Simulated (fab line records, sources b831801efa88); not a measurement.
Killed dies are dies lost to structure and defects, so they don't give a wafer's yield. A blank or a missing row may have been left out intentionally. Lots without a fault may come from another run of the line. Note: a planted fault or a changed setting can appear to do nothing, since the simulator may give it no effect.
A lot that was struck, set against a sound lot	flow gf180mcu	16 out of 602 route steps
Sound: these wafers, L941.1, L941.5, L941.6. The struck wafers were L949.2, L949.4, L949.5. Last of all comes the cause.
Per side, at each step with rows, come the tool, then ch with its chambers, and then its first start. Under that, the readings that differ: sound wafers	struck wafers	difference of the means	sigmas: that difference in standard deviations of wafers without a fault.
alike: a reading whose means differ by less than 2 such deviations, as well as words and numbers matching on both sides. not compared: withheld readings; readings where some wafer has no value; bounds like >300 that might hide an equal value; numbers whose values overlap and for which the record gives no deviation.
A row with sigmas, a row that says differs or no value, or rows on one side alone: a step with any of these is where the two part. Non-overlapping numbers with no deviation appear without sigmas and do not part them. Lack of a reading on every wafer of one side parts them only where that side has two or more wafers.

first, 1 step without rows for these wafers: GF_HV_LDD_DEVELOP_06 (develop time 60 s).
GF_HV_LDD_CD_MEAS_07: the cd target is 400 nm.
  sound: cdSem-01 at day 12 00:36; struck: cdSem-01 at day 14 11:55
  alike: cdNm
GF_HV_LDD_OVL_MEAS_08:
  sound: overlay-02 at day 12 00:43; struck: overlay-01 at day 14 12:01
  alike: HV_LDD_OVL
then, 1 step without rows for these wafers: GF_HV_LDD_IMPLANT_09.
GF_HV_LDD_STRIP_10: strips in O2/N2.
  sound on plasmaAsher-02 ch 0,1, day 12 00:55; struck on plasmaAsher-01 ch 1, day 14 12:12
  alike: drypumpMotorCurrentA, heaterPowerW, oesProductAu, stripTimeToEndpointS
  not compared: rfHoursCounterH
GF_HV_LDD_TW_MEAS_11:
  sound: filmMetro-02 at day 12 01:01; struck: filmMetro-04 at day 14 12:19
  alike: HV_LDD_TW
then, 6 steps without rows for these wafers: GF_HV_LDD_DEHYDRATE_12 (time 60 s); GF_HV_LDD_HMDS_13 (prime time 60 s); GF_HV_LDD_COAT_14 (resist thk 1000 nm); GF_HV_LDD_SOFTBAKE_15 (time 60 s); GF_HV_LDD_EXPOSE_16 (exposes mask Pplus LV AREA, target cd 400 nm); GF_HV_LDD_PEB_17.
GF_HV_LDD_DEVELOP_18: develop time 60 s.
  sound on lithoTrack-04 ch 0, day 12 20:19; struck on lithoTrack-01 ch 0, day 15 09:16
GF_HV_LDD_CD_MEAS_19: the cd target is 400 nm.
  sound: cdSem-02 at day 12 20:28; struck: cdSem-02 at day 15 09:43
reading	sound	struck	difference	sigmas
cdNm (nm)	400.2 398.6 398.9	303.5 302.5 305.3	-95.5	-35
  not compared: hold
GF_HV_LDD_OVL_MEAS_20:
  sound: overlay-02 at day 12 20:35; struck: overlay-01 at day 15 13:52
reading	sound	struck	difference	sigmas
hold	- - -	awaitDispo/4.1h/release awaitDispo/4.1h/release awaitDispo/4.1h/release	no value on the sound wafers	
  alike: HV_LDD_01_OVL
then, 1 step without rows for these wafers: GF_PASSIVATION_PROBE_99.

## WHERE THEY PART
Last at GF_HV_LDD_OVL_MEAS_20 as far as this record goes, first at GF_HV_LDD_CD_MEAS_19.

WHY: what the simulator had put in
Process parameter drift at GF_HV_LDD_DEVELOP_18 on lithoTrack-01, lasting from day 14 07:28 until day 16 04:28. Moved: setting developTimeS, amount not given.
